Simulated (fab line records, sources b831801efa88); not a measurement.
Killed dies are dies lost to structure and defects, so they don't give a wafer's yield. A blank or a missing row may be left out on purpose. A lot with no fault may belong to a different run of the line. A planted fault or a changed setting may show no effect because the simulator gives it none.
Matching of chambers	flow sfq line	rie diel-01 running SFQ_TRILAYER_I5_ETCH_VIA_ETCH_147: 4 sister chambers
The step etches the open film in CHF3, stops on Nb, target depth 360 nm. 8 wafers are shown with their chamber, then 8 later ones without.

## WAFERS WITH THEIR CHAMBER
wafer	chamber	drypump motor current A (A)	oes product au (a.u.)
L087.2	2	5.7	0.990
L089.1	1	5.8	0.992
L089.2	0	5.9	0.999
L089.5	3	5.1	0.989
L090.1	1	5.8	0.995
L090.3	0	5.8	0.987
L090.4	3	5.1	0.998
L091.1	2	5.7	0.981

## WAFERS MISSING THEIR CHAMBER
wafer	drypump motor current A (A)	oes product au (a.u.)
L091.4	5.8	0.991
L091.6	5.2	0.988
L093.2	5.7	0.984
L093.4	5.6	0.984
L093.5	5.8	0.986
L097.1	5.1	0.982
L097.2	5.7	0.983
L097.3	5.8	0.996

## WHICH CHAMBER EACH ONE RAN IN
wafer	from the rows above	in truth
L091.4	can't be placed: 1 or 0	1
L091.6	3	3
L093.2	2	2
L093.4	2	2
L093.5	can't be placed: 1 or 0 or 2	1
L097.1	3	3
L097.2	2	2
L097.3	can't be placed: 1 or 0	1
Correct placement for 5 of the 8. Cannot be placed on the basis of these rows: 3; the candidates contain the true chamber in 3. Number placed wrongly: 0.
How it was worked out, from the rows above alone: a wafer's distance from a chamber is the root of the sum, over the readings, of the square of ((its reading less the chamber's mean) divided by the reading's scatter). The wafer belongs to the nearest chamber; if the next one is less than 2 further off, it can't be placed. Each chamber's mean is taken over the wafers shown for it. How the scatter is found: for the shown wafers, subtract from each reading the mean of its chamber, square and add these, divide the total by (wafers less chambers), then take the root.
